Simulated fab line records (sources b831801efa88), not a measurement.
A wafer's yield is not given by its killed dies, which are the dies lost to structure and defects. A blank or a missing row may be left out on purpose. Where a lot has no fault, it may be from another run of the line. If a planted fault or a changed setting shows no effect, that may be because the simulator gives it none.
fab line records + flow sky130
[record]
- lots = 7
- wafers = 19
- last-day = 50
route steps=708 shown LI_CONTACT@380 LOCAL_INTERCONNECT@387
lots untouched by any fault: they come from a run of this same line in which no faults occurred
start-h: hours from the record's opening day to when the first of the lot's shown wafers began + wait-h: hours elapsed since this lot's preceding step + " same as the row above + L1.1+2: one row covering several wafers at once + - value missing, or start not given + * or withheld: withheld + < > ~ a bound
route shown NAME@n: NAME is a module with steps in the file, n the number in the route of the first one + usual: average and standard deviation across the fault-free wafers + same: alike in all rows + chamber/n: place in a boat + sites: the reading at each site + _std_site: the values' standard deviation + _edge_site: the outer-site mean with the inner-site mean subtracted + radius-mm: how far each site lies from the wafer's centre + mask NAME#n: copy n + behind: tool/chamber where the wafer was last shaped + hold: cause of the lot's hold/its duration in hours/its outcome + device: names the non-switching transistor (n, p or np) + end of line: the tests these same wafers got at the end of their route + a step without rows: its recipe alone + killed: count of dies lost to structure and defects at first sort (not the wafer's yield) + map: dies across one wafer; x = killed, . = not, _ = none there
set.NAME: setting as actually run; set.NAME@STEP: the setting as run at that earlier step + model.NAME: the simulator's own value behind a step, which no gauge read
a table for each step, a row for each wafer; lots at some steps of the route
services: the hour from which a tool's chamber was out of use, counted from the record's first day as start-h (under 0 if before that day), plus the number of hours and why
[[steps]]
[step SKY_LI_CONTACT_PRE_CLEAN_18]
[recipe]
- gas = Ar
- time-s = 5.6
- bias-v = 358
[step SKY_LI_CONTACT_SPUTTER_19]
[recipe]
- material = Ti
- target-thk-nm = 20
- chamber-pressure-pa = 5
- power-w = 2500
- substrate-temp-c = 200
- time-s = 106.37
[usual]
- throttle-valve-pct = 29.9/0.84
| lot.wafer | tool           | chamber | start-h | wait-h | throttle-valve-pct |
|-----------|----------------|---------|---------|--------|--------------------|
| L385.4    | pvd-sputter-02 | -       | 666.33  | 0.0    | 28.7               |
| L385.5    | "              | -       | "       | "      | 29.2               |
| L385.6    | "              | -       | "       | "      | 31.4               |
| L390.1    | pvd-sputter-03 | -       | 722.79  | 0.0    | 28.8               |
| L390.6    | "              | -       | "       | "      | 30.7               |
| L391.3    | pvd-sputter-03 | -       | 728.32  | 0.0    | 28.5               |
| L391.5    | "              | -       | "       | "      | 30.7               |
| L391.6    | "              | -       | "       | "      | 29.2               |
| L395.1    | pvd-sputter-02 | -       | 757.47  | 0.0    | 28.3               |
| L395.3    | "              | -       | "       | "      | 29.5               |
| L403.2    | pvd-sputter-02 | -       | 825.20  | 0.0    | 29.8               |
| L403.3    | "              | -       | "       | "      | 28.8               |
| L403.4    | "              | -       | "       | "      | 29.5               |
| L406.1    | pvd-sputter-01 | -       | 836.97  | 0.0    | 29.9               |
| L406.3    | "              | -       | "       | "      | 30.2               |
| L406.4    | "              | -       | "       | "      | 30.3               |
| L405.1    | pvd-sputter-02 | -       | 840.32  | 0.0    | 29.2               |
| L405.2    | "              | -       | "       | "      | 28.6               |
| L405.4    | "              | -       | "       | "      | 31.1               |
[step SKY_LI_CONTACT_SPUTTER_20]
[recipe]
- material = TiN
- target-thk-nm = 20
- chamber-pressure-pa = 5
- power-w = 4000
- time-s = 80
[usual]
- throttle-valve-pct = 29.9/0.83
| lot.wafer | tool           | chamber | start-h | wait-h | throttle-valve-pct |
|-----------|----------------|---------|---------|--------|--------------------|
| L385.4    | pvd-sputter-02 | -       | 666.41  | 0.0    | 28.7               |
| L385.5    | "              | -       | "       | "      | 29.1               |
| L385.6    | "              | -       | "       | "      | 31.4               |
| L390.1    | pvd-sputter-03 | -       | 722.86  | 0.0    | 28.9               |
| L390.6    | "              | -       | "       | "      | 30.4               |
| L391.3    | pvd-sputter-03 | -       | 728.39  | 0.0    | 28.6               |
| L391.5    | "              | -       | "       | "      | 30.8               |
| L391.6    | "              | -       | "       | "      | 29.4               |
| L395.1    | pvd-sputter-02 | -       | 757.55  | 0.0    | 28.9               |
| L395.3    | "              | -       | "       | "      | 29.4               |
| L403.2    | pvd-sputter-02 | -       | 825.28  | 0.0    | 29.7               |
| L403.3    | "              | -       | "       | "      | 28.7               |
| L403.4    | "              | -       | "       | "      | 29.4               |
| L406.1    | pvd-sputter-01 | -       | 837.05  | 0.0    | 29.8               |
| L406.3    | "              | -       | "       | "      | 30.1               |
| L406.4    | "              | -       | "       | "      | 30.1               |
| L405.1    | pvd-sputter-02 | -       | 840.39  | 0.0    | 29.5               |
| L405.2    | "              | -       | "       | "      | 28.6               |
| L405.4    | "              | -       | "       | "      | 31.3               |
[step SKY_LI_CONTACT_CVD_21]
[recipe]
- material = W
- target-thk-nm = 400
- time-s = 120.56
- temp-c = 400
- pressure-torr = 40
[step SKY_LI_CONTACT_RS_MEAS_22]
[recipe]
- thk-meas-gauge = four-point-probe
- reads = W_of_LI_CONTACT_CVD_21+TiN_of_LI_CONTACT_SPUTTER_20+Ti_of_LI_CONTACT_SPUTTER_19
[usual]
- LI_CONTACT_W_RS = 0.282/0.0058
| lot.wafer | tool          | chamber | start-h | wait-h | LI_CONTACT_W_RS[ohm/sq] |
|-----------|---------------|---------|---------|--------|-------------------------|
| L385.4    | film-metro-03 | -       | 666.65  | 0.1    | 0.275                   |
| L385.5    | "             | -       | "       | "      | 0.285                   |
| L385.6    | "             | -       | "       | "      | 0.274                   |
| L390.1    | film-metro-02 | -       | 723.05  | 0.1    | 0.274                   |
| L390.6    | "             | -       | "       | "      | 0.290                   |
| L391.3    | film-metro-04 | -       | 728.62  | 0.1    | 0.270                   |
| L391.5    | "             | -       | "       | "      | 0.272                   |
| L391.6    | "             | -       | "       | "      | 0.280                   |
| L395.1    | film-metro-04 | -       | 757.73  | 0.1    | 0.282                   |
| L395.3    | "             | -       | "       | "      | 0.284                   |
| L403.2    | film-metro-03 | -       | 825.48  | 0.1    | 0.285                   |
| L403.3    | "             | -       | "       | "      | 0.286                   |
| L403.4    | "             | -       | "       | "      | 0.285                   |
| L406.1    | film-metro-03 | -       | 837.25  | 0.1    | 0.283                   |
| L406.3    | "             | -       | "       | "      | 0.289                   |
| L406.4    | "             | -       | "       | "      | 0.282                   |
| L405.1    | film-metro-04 | -       | 840.58  | 0.1    | 0.287                   |
| L405.2    | "             | -       | "       | "      | 0.278                   |
| L405.4    | "             | -       | "       | "      | 0.274                   |
[step SKY_LI_CONTACT_THK_MEAS_23]
[recipe]
- thk-meas-gauge = xrf
- reads = W_of_LI_CONTACT_CVD_21
[usual]
- LI_CONTACT_W_THK = 396/9.3
| lot.wafer | tool          | chamber | start-h | wait-h | LI_CONTACT_W_THK[nm] |
|-----------|---------------|---------|---------|--------|----------------------|
| L385.4    | film-metro-03 | -       | 666.74  | 0.1    | 402                  |
| L385.5    | "             | -       | "       | "      | 392                  |
| L385.6    | "             | -       | "       | "      | 409                  |
| L390.1    | film-metro-02 | -       | 723.17  | 0.1    | 406                  |
| L390.6    | "             | -       | "       | "      | 388                  |
| L391.3    | film-metro-04 | -       | 728.72  | 0.1    | 417                  |
| L391.5    | "             | -       | "       | "      | 416                  |
| L391.6    | "             | -       | "       | "      | 403                  |
| L395.1    | film-metro-04 | -       | 757.85  | 0.1    | 395                  |
| L395.3    | "             | -       | "       | "      | 389                  |
| L403.2    | film-metro-03 | -       | 825.59  | 0.1    | 387                  |
| L403.3    | "             | -       | "       | "      | 384                  |
| L403.4    | "             | -       | "       | "      | 386                  |
| L406.1    | film-metro-03 | -       | 837.37  | 0.1    | 387                  |
| L406.3    | "             | -       | "       | "      | 381                  |
| L406.4    | "             | -       | "       | "      | 388                  |
| L405.1    | film-metro-04 | -       | 840.70  | 0.1    | 390                  |
| L405.2    | "             | -       | "       | "      | 402                  |
| L405.4    | "             | -       | "       | "      | 410                  |
[step SKY_LI_CONTACT_CMP_24]
[recipe]
- stop-on = PSG
- t-overpolish-s = 20
- down-force-psi = 3.5
- platen-rpm = 60
- target-thk-nm = 0
- pad-velocity-m-s = 0.94248
[usual]
- head-pressure-psi = 3.500/0.007
- motor-current-A = 10.9/0.89
- overpolish-run-s = 20.001/0.0085
- time-to-endpoint-s = 98/3.3
| lot.wafer | tool   | chamber | start-h | wait-h | head-pressure-psi | motor-current-A | overpolish-run-s | time-to-endpoint-s |
|-----------|--------|---------|---------|--------|-------------------|-----------------|------------------|--------------------|
| L385.4    | cmp-02 | 2       | 666.82  | 0.1    | 3.485             | 10.7            | 20.008           | 100                |
| L385.6    | "      | 1       | "       | "      | 3.502             | 12.3            | 20.000           | 104                |
| L385.5    | "      | 2       | "       | "      | 3.500             | 10.5            | 20.009           | 95                 |
| L390.1    | cmp-01 | 2       | 723.33  | 0.1    | 3.506             | 10.4            | 20.009           | 100                |
| L390.6    | "      | 0       | "       | "      | 3.506             | 10.0            | 20.000           | 94                 |
| L391.3    | cmp-02 | 2       | 728.91  | 0.2    | 3.510             | 10.6            | 20.004           | 100                |
| L391.6    | "      | 3       | "       | "      | 3.503             | 10.2            | 20.012           | 98                 |
| L391.5    | "      | 0       | "       | "      | 3.503             | 11.2            | 20.009           | 102                |
| L395.1    | cmp-02 | 2       | 757.91  | 0.1    | 3.508             | 10.3            | 20.004           | 95                 |
| L395.3    | "      | 3       | "       | "      | 3.508             | 10.1            | 19.994           | 99                 |
| L403.2    | cmp-02 | 2       | 825.64  | 0.0    | 3.510             | 10.8            | 19.987           | 90                 |
| L403.4    | "      | 0       | "       | "      | 3.499             | 11.4            | 20.003           | 96                 |
| L403.3    | "      | 1       | "       | "      | 3.498             | 12.4            | 20.009           | 95                 |
| L406.4    | cmp-01 | 0       | 837.48  | 0.1    | 3.513             | 9.7             | 19.984           | 104                |
| L406.1    | "      | 1       | "       | "      | 3.492             | 12.0            | 19.997           | 103                |
| L406.3    | "      | 2       | "       | "      | 3.496             | 10.1            | 20.005           | 96                 |
| L405.1    | cmp-01 | 0       | 840.76  | 0.1    | 3.499             | 10.2            | 19.998           | 97                 |
| L405.2    | "      | 2       | "       | "      | 3.499             | 10.7            | 19.992           | 103                |
| L405.4    | "      | 3       | "       | "      | 3.501             | 10.7            | 19.996           | 102                |
[step SKY_LOCAL_INTERCONNECT_SPUTTER_00]
[recipe]
- material = TiN
- target-thk-nm = 100
- temp-c = 300
- power-w = 6500
- time-s = 83.3
- chamber-pressure-pa = 0.4
[usual]
- throttle-valve-pct = 30.2/1.3
| lot.wafer | tool           | chamber | start-h | wait-h | throttle-valve-pct |
|-----------|----------------|---------|---------|--------|--------------------|
| L385.4    | pvd-sputter-04 | -       | 667.07  | 0.2    | 31.3               |
| L385.5    | "              | -       | "       | "      | 31.2               |
| L385.6    | "              | -       | "       | "      | 30.3               |
| L390.1    | pvd-sputter-03 | -       | 723.53  | 0.1    | 28.9               |
| L390.6    | "              | -       | "       | "      | 29.5               |
| L391.3    | pvd-sputter-04 | -       | 729.06  | 0.1    | 30.1               |
| L391.5    | "              | -       | "       | "      | 32.4               |
| L391.6    | "              | -       | "       | "      | 30.5               |
| L395.1    | pvd-sputter-03 | -       | 758.21  | 0.2    | 28.8               |
| L395.3    | "              | -       | "       | "      | 29.4               |
| L403.2    | pvd-sputter-04 | -       | 825.94  | 0.2    | 31.2               |
| L403.3    | "              | -       | "       | "      | 28.7               |
| L403.4    | "              | -       | "       | "      | 30.2               |
| L406.1    | pvd-sputter-04 | -       | 837.73  | 0.1    | 31.1               |
| L406.3    | "              | -       | "       | "      | 28.8               |
| L406.4    | "              | -       | "       | "      | 32.4               |
| L405.1    | pvd-sputter-04 | -       | 841.06  | 0.2    | 28.4               |
| L405.2    | "              | -       | "       | "      | 30.5               |
| L405.4    | "              | -       | "       | "      | 31.2               |
[step SKY_LOCAL_INTERCONNECT_RS_MEAS_01]
[recipe]
- thk-meas-gauge = four-point-probe
- reads = TiN_of_LOCAL_INTERCONNECT_SPUTTER_00
[usual]
- LOCAL_INTERCONNECT_TIN_RS = 14.19/0.13
| lot.wafer | tool          | chamber | start-h | wait-h | LOCAL_INTERCONNECT_TIN_RS[ohm/sq] |
|-----------|---------------|---------|---------|--------|-----------------------------------|
| L385.4    | film-metro-01 | -       | 667.20  | 0.1    | 14.17                             |
| L385.5    | "             | -       | "       | "      | 14.14                             |
| L385.6    | "             | -       | "       | "      | 13.99                             |
| L390.1    | film-metro-01 | -       | 723.59  | 0.0    | 14.13                             |
| L390.6    | "             | -       | "       | "      | 14.10                             |
| L391.3    | film-metro-01 | -       | 729.16  | 0.1    | 14.16                             |
| L391.5    | "             | -       | "       | "      | 14.21                             |
| L391.6    | "             | -       | "       | "      | 14.20                             |
| L395.1    | film-metro-01 | -       | 758.28  | 0.0    | 14.19                             |
| L395.3    | "             | -       | "       | "      | 14.30                             |
| L403.2    | film-metro-04 | -       | 826.03  | 0.1    | 14.18                             |
| L403.3    | "             | -       | "       | "      | 14.16                             |
| L403.4    | "             | -       | "       | "      | 14.10                             |
| L406.1    | film-metro-01 | -       | 837.79  | 0.0    | 14.23                             |
| L406.3    | "             | -       | "       | "      | 14.16                             |
| L406.4    | "             | -       | "       | "      | 14.23                             |
| L405.1    | film-metro-01 | -       | 841.12  | 0.0    | 13.88                             |
| L405.2    | "             | -       | "       | "      | 13.92                             |
| L405.4    | "             | -       | "       | "      | 13.83                             |
[step SKY_LOCAL_INTERCONNECT_THK_MEAS_02]
[recipe]
- thk-meas-gauge = xrf
- reads = TiN_of_LOCAL_INTERCONNECT_SPUTTER_00
[usual]
- LOCAL_INTERCONNECT_TIN_THK = 100.9/0.87
| lot.wafer | tool          | chamber | start-h | wait-h | LOCAL_INTERCONNECT_TIN_THK[nm] |
|-----------|---------------|---------|---------|--------|--------------------------------|
| L385.4    | film-metro-01 | -       | 667.29  | 0.1    | 101.1                          |
| L385.5    | "             | -       | "       | "      | 101.3                          |
| L385.6    | "             | -       | "       | "      | 102.1                          |
| L390.1    | film-metro-01 | -       | 723.71  | 0.1    | 101.2                          |
| L390.6    | "             | -       | "       | "      | 101.7                          |
| L391.3    | film-metro-01 | -       | 729.26  | 0.1    | 101.0                          |
| L391.5    | "             | -       | "       | "      | 100.7                          |
| L391.6    | "             | -       | "       | "      | 101.0                          |
| L395.1    | film-metro-01 | -       | 758.40  | 0.1    | 101.4                          |
| L395.3    | "             | -       | "       | "      | 100.5                          |
| L403.2    | film-metro-04 | -       | 826.14  | 0.1    | 101.1                          |
| L403.3    | "             | -       | "       | "      | 101.0                          |
| L403.4    | "             | -       | "       | "      | 101.7                          |
| L406.1    | film-metro-01 | -       | 837.91  | 0.1    | 99.9                           |
| L406.3    | "             | -       | "       | "      | 100.6                          |
| L406.4    | "             | -       | "       | "      | 100.7                          |
| L405.1    | film-metro-01 | -       | 841.24  | 0.1    | 102.9                          |
| L405.2    | "             | -       | "       | "      | 102.8                          |
| L405.4    | "             | -       | "       | "      | 103.4                          |
[step SKY_LOCAL_INTERCONNECT_DEHYDRATE_03]
[recipe]
- temp-c = 200
- time-s = 60
[step SKY_LOCAL_INTERCONNECT_HMDS_04]
[recipe]
- prime-time-s = 60
- prime-temp-c = 120
[step SKY_LOCAL_INTERCONNECT_COAT_05]
[recipe]
- resist = BARC
- temp-c = withheld
- time-s = withheld
- spin-rpm = 3000
- resist-thk-nm = 60
| lot.wafer  | tool           | chamber | start-h | wait-h |
|------------|----------------|---------|---------|--------|
| L385.4+5+6 | litho-track-04 | 0       | 680.68  | 0.1    |
| L390.1+6   | litho-track-01 | 0       | 737.50  | 0.1    |
| L391.3+5+6 | litho-track-01 | 0       | 742.70  | 0.1    |
| L395.1+3   | litho-track-01 | 0       | 771.61  | 0.1    |
| L403.2+3+4 | litho-track-02 | 0       | 838.56  | 0.1    |
| L406.1+3+4 | litho-track-01 | 0       | 850.86  | 0.1    |
| L405.1+2+4 | litho-track-04 | 0       | 854.11  | 0.1    |
[step SKY_LOCAL_INTERCONNECT_COAT_06]
[recipe]
- resist = KrF-thick
- spin-rpm = 3000
- resist-thk-nm = 450
[step SKY_LOCAL_INTERCONNECT_SOFTBAKE_07]
[recipe]
- temp-c = 100
- time-s = 90
- resist = KrF-thick
[step SKY_LOCAL_INTERCONNECT_EXPOSE_08]
[recipe]
- mask-id = LI1M
- na = 0.8
- source-shape = annular
- sigma-inner = 0.55
- sigma-outer = 0.85
- target-cd-nm = 170
- dose-mj = 28
[step SKY_LOCAL_INTERCONNECT_PEB_09]
[recipe]
- peb-temp-c = withheld
- peb-time-s = withheld
- resist = KrF-thick
[step SKY_LOCAL_INTERCONNECT_DEVELOP_10]
[recipe]
- develop-time-s = 60
- resist = KrF-thick
- dev-temp-c = 21
[step SKY_LOCAL_INTERCONNECT_CD_MEAS_11]
[recipe]
- target-cd-nm = 170
[usual]
- cd-nm = 169.9/1.8
| lot.wafer | tool      | chamber | start-h | wait-h | cd-nm |
|-----------|-----------|---------|---------|--------|-------|
| L385.4    | cd-sem-02 | -       | 694.97  | -      | 168.4 |
| L385.5    | "         | -       | "       | "      | 170.2 |
| L385.6    | "         | -       | "       | "      | 170.5 |
| L390.1    | cd-sem-01 | -       | 751.08  | -      | 168.2 |
| L390.6    | "         | -       | "       | "      | 168.6 |
| L391.3    | cd-sem-01 | -       | 756.33  | -      | 168.5 |
| L391.5    | "         | -       | "       | "      | 169.2 |
| L391.6    | "         | -       | "       | "      | 168.3 |
| L395.1    | cd-sem-02 | -       | 785.21  | -      | 169.9 |
| L395.3    | "         | -       | "       | "      | 168.7 |
| L403.2    | cd-sem-01 | -       | 852.46  | -      | 171.7 |
| L403.3    | "         | -       | "       | "      | 172.5 |
| L403.4    | "         | -       | "       | "      | 172.1 |
| L406.1    | cd-sem-02 | -       | 864.14  | -      | 171.1 |
| L406.3    | "         | -       | "       | "      | 169.7 |
| L406.4    | "         | -       | "       | "      | 170.3 |
| L405.1    | cd-sem-01 | -       | 866.86  | -      | 171.3 |
| L405.2    | "         | -       | "       | "      | 170.3 |
| L405.4    | "         | -       | "       | "      | 172.0 |
[step SKY_LOCAL_INTERCONNECT_OVL_MEAS_12]
[usual]
- LOCAL_INTERCONNECT_OVL = -3/5.8
| lot.wafer | tool       | chamber | start-h | wait-h | LOCAL_INTERCONNECT_OVL[nm] |
|-----------|------------|---------|---------|--------|----------------------------|
| L385.4    | overlay-02 | -       | 695.04  | 0.1    | 3                          |
| L385.5    | "          | -       | "       | "      | 0                          |
| L385.6    | "          | -       | "       | "      | -1                         |
| L390.1    | overlay-01 | -       | 751.20  | 0.1    | -7                         |
| L390.6    | "          | -       | "       | "      | -3                         |
| L391.3    | overlay-02 | -       | 756.42  | 0.1    | -14                        |
| L391.5    | "          | -       | "       | "      | 2                          |
| L391.6    | "          | -       | "       | "      | -4                         |
| L395.1    | overlay-01 | -       | 785.33  | 0.1    | 0                          |
| L395.3    | "          | -       | "       | "      | -3                         |
| L403.2    | overlay-01 | -       | 852.56  | 0.1    | 3                          |
| L403.3    | "          | -       | "       | "      | -5                         |
| L403.4    | "          | -       | "       | "      | 9                          |
| L406.1    | overlay-02 | -       | 864.26  | 0.1    | -15                        |
| L406.3    | "          | -       | "       | "      | -5                         |
| L406.4    | "          | -       | "       | "      | -15                        |
| L405.1    | overlay-01 | -       | 866.98  | 0.1    | -2                         |
| L405.2    | "          | -       | "       | "      | 0                          |
| L405.4    | "          | -       | "       | "      | 15                         |
[step SKY_LOCAL_INTERCONNECT_ETCH_13]
[recipe]
- chemistry = N2/H2
- target = BARC
- ion-energy-ev = 200
- bias-w = 100
- pressure-mtorr = 30
- n2-flow-sccm = 100
- h2-flow-sccm = 200
- icp-w = 500
- stop-on = SiO2
- time-s = 45.9
- target-depth-a = 600
[usual]
- drypump-motor-current-A = 6.18/0.19
- oes-product-au = 0.855/0.0042
- rf-fwd-power-W = 493.3/2.2
- throttle-valve-pct = 13.225/0.009
| lot.wafer | tool         | chamber | start-h | wait-h | drypump-motor-current-A | oes-product-au | rf-fwd-power-W | rf-hours-counter-h | throttle-valve-pct | model.etch.depth-nm |
|-----------|--------------|---------|---------|--------|-------------------------|----------------|----------------|--------------------|--------------------|---------------------|
| L385.4    | rie-metal-03 | 1       | 695.08  | 0.0    | 6.18                    | 0.864          | 490.9          | -                  | 13.238             | 60.37               |
| L385.5    | "            | 0       | "       | "      | 6.12                    | 0.864          | 493.5          | -                  | 13.227             | 60.22               |
| L385.6    | "            | 1       | "       | "      | 6.18                    | 0.854          | 493.4          | -                  | 13.228             | 60.12               |
| L390.1    | rie-metal-01 | 1       | 751.23  | 0.0    | 6.24                    | 0.864          | 489.3          | 3                  | 13.233             | 60.51               |
| L390.6    | "            | 0       | "       | "      | 6.40                    | 0.860          | 496.8          | -                  | 13.222             | 60.14               |
| L391.3    | rie-metal-03 | 1       | 756.46  | 0.0    | 6.18                    | 0.857          | 491.7          | -                  | 13.222             | 61.14               |
| L391.5    | "            | 1       | "       | "      | 6.18                    | 0.859          | 489.5          | -                  | 13.225             | 60.23               |
| L391.6    | "            | 0       | "       | "      | 6.11                    | 0.850          | 495.7          | -                  | 13.227             | 59.92               |
| L395.1    | rie-metal-01 | 0       | 785.36  | 0.0    | 6.41                    | 0.861          | 493.8          | 7                  | 13.221             | 60.84               |
| L395.3    | "            | 0       | "       | "      | 6.40                    | 0.860          | 491.6          | -                  | 13.227             | 60.82               |
| L403.2    | rie-metal-03 | 0       | 852.59  | 0.0    | 6.14                    | 0.859          | 493.6          | 5                  | 13.231             | 60.13               |
| L403.3    | "            | 0       | "       | "      | 6.13                    | 0.854          | 492.6          | -                  | 13.234             | 60.09               |
| L403.4    | "            | 1       | "       | "      | 6.18                    | 0.861          | 491.6          | -                  | 13.226             | 60.11               |
| L406.1    | rie-metal-02 | 1       | 864.29  | 0.0    | 6.25                    | 0.856          | 493.9          | 2                  | 13.229             | 60.05               |
| L406.3    | "            | 1       | "       | "      | 6.26                    | 0.858          | 494.0          | -                  | 13.209             | 60.32               |
| L406.4    | "            | 0       | "       | "      | 5.73                    | 0.860          | 491.7          | -                  | 13.212             | 60                  |
| L405.1    | rie-metal-02 | 0       | 867.01  | 0.0    | 5.75                    | 0.858          | 494.2          | 4                  | 13.212             | 60.3                |
| L405.2    | "            | 1       | "       | "      | 6.23                    | 0.856          | 495.1          | 2                  | 13.223             | 60.3                |
| L405.4    | "            | 0       | "       | "      | 5.73                    | 0.858          | 491.3          | -                  | 13.214             | 60.27               |
[step SKY_LOCAL_INTERCONNECT_METAL_ETCH_14]
[recipe]
- target-depth-nm = 110
- stop-on = PSG
- chemistry = Cl2/BCl3
- target = TiN
- resist-sidewall-deg = 88
- pressure-mtorr = 10
- icp-w = 900
- bias-w = 48.5
- Cl2_flow_sccm = 60
- bcl3-flow-sccm = 30
- time-s = 31.4
[usual]
- drypump-motor-current-A = 6.17/0.19
- mfc-cl2-sccm = 60.00/0.19
- oes-product-au = 0.939/0.0064
- rf-fwd-power-W = 885/4
- throttle-valve-pct = 21.904/0.0089
| lot.wafer | tool         | chamber | start-h | wait-h | drypump-motor-current-A | mfc-cl2-sccm | oes-product-au | rf-fwd-power-W | rf-hours-counter-h | throttle-valve-pct |
|-----------|--------------|---------|---------|--------|-------------------------|--------------|----------------|----------------|--------------------|--------------------|
| L385.4    | rie-metal-03 | 1       | 695.14  | 0.0    | 6.13                    | 60.18        | 0.941          | 884            | -                  | 21.906             |
| L385.5    | "            | 0       | "       | "      | 6.08                    | 59.81        | 0.947          | 889            | -                  | 21.908             |
| L385.6    | "            | 1       | "       | "      | 6.17                    | 60.24        | 0.943          | 885            | -                  | 21.892             |
| L390.1    | rie-metal-01 | 1       | 751.30  | 0.0    | 6.23                    | 60.05        | 0.943          | 876            | 3                  | 21.886             |
| L390.6    | "            | 0       | "       | "      | 6.38                    | 59.92        | 0.940          | 888            | -                  | 21.888             |
| L391.3    | rie-metal-03 | 1       | 756.52  | 0.0    | 6.15                    | 60.17        | 0.938          | 886            | -                  | 21.900             |
| L391.5    | "            | 1       | "       | "      | 6.11                    | 60.25        | 0.942          | 885            | -                  | 21.884             |
| L391.6    | "            | 0       | "       | "      | 6.11                    | 60.07        | 0.940          | 890            | -                  | 21.900             |
| L395.1    | rie-metal-01 | 0       | 785.43  | 0.0    | 6.37                    | 60.14        | 0.945          | 886            | 7                  | 21.905             |
| L395.3    | "            | 0       | "       | "      | 6.39                    | 60.08        | 0.944          | 887            | -                  | 21.906             |
| L403.2    | rie-metal-03 | 0       | 852.68  | 0.1    | 6.13                    | 59.93        | 0.941          | 885            | 5                  | 21.906             |
| L403.3    | "            | 0       | "       | "      | 6.12                    | 60.06        | 0.945          | 889            | -                  | 21.916             |
| L403.4    | "            | 1       | "       | "      | 6.20                    | 60.16        | 0.936          | 881            | -                  | 21.907             |
| L406.1    | rie-metal-02 | 1       | 864.36  | 0.0    | 6.23                    | 59.90        | 0.935          | 886            | 2                  | 21.887             |
| L406.3    | "            | 1       | "       | "      | 6.22                    | 60.01        | 0.942          | 884            | -                  | 21.900             |
| L406.4    | "            | 0       | "       | "      | 5.75                    | 59.76        | 0.941          | 887            | -                  | 21.911             |
| L405.1    | rie-metal-02 | 0       | 867.08  | 0.0    | 5.68                    | 60.21        | 0.949          | 881            | 4                  | 21.899             |
| L405.2    | "            | 1       | "       | "      | 6.23                    | 59.93        | 0.950          | 890            | 2                  | 21.903             |
| L405.4    | "            | 0       | "       | "      | 5.73                    | 59.93        | 0.957          | 882            | -                  | 21.884             |
[[services]]
| tool           | chamber | start-h | hours | kind   |
|----------------|---------|---------|-------|--------|
| cmp-01         | -       | 644.02  | 8.8   | pm     |
| pvd-sputter-02 | -       | 648.21  | 1.8   | repair |
| pvd-sputter-01 | -       | 648.31  | 5.5   | repair |
| rie-metal-03   | -       | 659.17  | 2.8   | pm     |
| rie-metal-03   | 0       | 661.92  | -     | clean  |
| cmp-01         | -       | 669.34  | 0.3   | repair |
| pvd-sputter-01 | -       | 680.30  | 3.0   | repair |
| cmp-01         | -       | 684.36  | 3.7   | repair |
| cmp-01         | -       | 685.06  | 0.5   | repair |
| rie-metal-02   | 0       | 686.84  | 101.4 | repair |
| cmp-01         | -       | 690.83  | 2.6   | repair |
| cmp-02         | -       | 690.84  | 1.6   | repair |
| cmp-01         | -       | 694.98  | 0.8   | repair |
| cmp-01         | -       | 695.74  | 1.3   | repair |
| pvd-sputter-02 | -       | 728.96  | 2.8   | repair |
| cmp-01         | -       | 744.00  | 4.0   | pm     |
| cmp-01         | -       | 765.48  | 1.9   | repair |
| rie-metal-03   | 1       | 778.97  | 1.2   | repair |
| cmp-01         | -       | 799.31  | 5.4   | pm     |
| pvd-sputter-02 | -       | 802.27  | 2.4   | repair |
| pvd-sputter-01 | -       | 844.08  | 1.8   | repair |
| pvd-sputter-03 | -       | 845.99  | 1.8   | repair |
| pvd-sputter-04 | -       | 849.94  | 0.6   | repair |
| pvd-sputter-03 | -       | 860.65  | 6.5   | repair |
[[key]]
first-sign none at tools or gauges
[model-effect]
- step = SKY_LOCAL_INTERCONNECT_ETCH_13
- value = etch.depth-nm
- without = 59.98
- struck = 60.83
met-at SKY_LOCAL_INTERCONNECT_COAT_05
struck-wafers L390.1,L391.3,L395.1,L395.3
tester-left-out L390,L391,L395
[fault]
- kind = process-parameter-drift
- tool = litho-track-01
- chamber = -
- onset-h = 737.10
- steps = SKY_LOCAL_INTERCONNECT_COAT_05
- channel = resist-thk-nm
- offset = 0.85306
- shape = step
- end-h = 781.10
- scope = struck-wafers-only
- acts-in = these-recipes-only
- stated = 60
// tester-left-out: of these lots the tester's yield and bins aren't shown, on N5 and GAA mostly nor the transistor test; their killed dies are dies lost to structure and defects alone, not to doping, threshold or leakage, so they don't give the yield
